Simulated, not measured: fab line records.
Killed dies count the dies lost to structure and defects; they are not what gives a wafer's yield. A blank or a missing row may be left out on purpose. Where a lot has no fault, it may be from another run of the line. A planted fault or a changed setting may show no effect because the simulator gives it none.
Chamber matching -- flow gf180mcu -- GF_PASSIVATION_ETCH_11 on rie_diel-01 has 4 sister chambers
The step etches the open film in CF4/O2, stops on TiN, target depth 2040 nm, time 453.3 s. 16 wafers are shown with their chamber, then 8 later ones without.

== WAFERS WITH THEIR CHAMBER ==
wafer,chamber,oes_product_au (a.u.),throttle_valve_pct (%)
L074.4,3,0.990,5.964
L074.5,1,0.983,5.980
L074.6,0,0.974,5.954
L076.1,0,0.987,5.970
L076.4,3,0.996,5.972
L076.6,3,0.995,5.954
L078.1,1,0.992,5.978
L078.4,2,0.997,5.977
L078.6,2,0.992,5.974
L079.1,2,0.991,5.982
L079.4,0,0.983,5.970
L079.5,3,0.998,5.966
L083.1,1,0.991,5.961
L083.4,0,0.968,5.952
L083.6,2,0.987,5.965
L086.1,1,0.987,5.962

SIGNATURES, as means of the wafers listed above
reading,chamber 0,chamber 1,chamber 2,chamber 3,scatter within a chamber
oes_product_au,0.97800,0.98825,0.99175,0.99475,0.00546
throttle_valve_pct,5.96150,5.97025,5.97450,5.96400,0.00876
Rule: a wafer lies at a distance from a chamber equal to the root of the sum of squares, over the readings, of (its reading less the chamber's mean, divided by the reading's scatter). The wafer belongs to the nearest chamber; if the next one is less than 2 further off, it can't be placed. The scatter is the square root of a quotient: the sum, over the shown wafers, of each reading's squared deviation from its chamber's mean, divided by wafers minus chambers.

== WAFERS WITH NO CHAMBER GIVEN ==
wafer,oes_product_au (a.u.),throttle_valve_pct (%)
L086.2,0.995,5.961
L086.6,0.975,5.964
L087.1,0.985,5.978
L087.3,0.976,5.971
L087.5,0.992,5.947
L094.2,0.991,5.967
L094.3,0.978,5.975
L094.4,0.986,5.977

== WHICH CHAMBER EACH ONE RAN IN ==
wafer,from the rows above,in truth
L086.2,can't be placed: 3 or 1 or 2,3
L086.6,can't be placed: 0 or 1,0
L087.1,can't be placed: 1 or 2 or 0 or 3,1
L087.3,can't be placed: 0 or 1 or 2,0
L087.5,can't be placed: 3 or 1 or 0 or 2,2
L094.2,can't be placed: 1 or 3 or 2 or 0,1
L094.3,can't be placed: 0 or 1 or 2 or 3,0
L094.4,can't be placed: 1 or 2 or 3 or 0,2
Placed correctly: 0 of 8. Not placeable from these rows: 8 (in 8, the candidates include the true chamber). Number placed wrongly: 0.
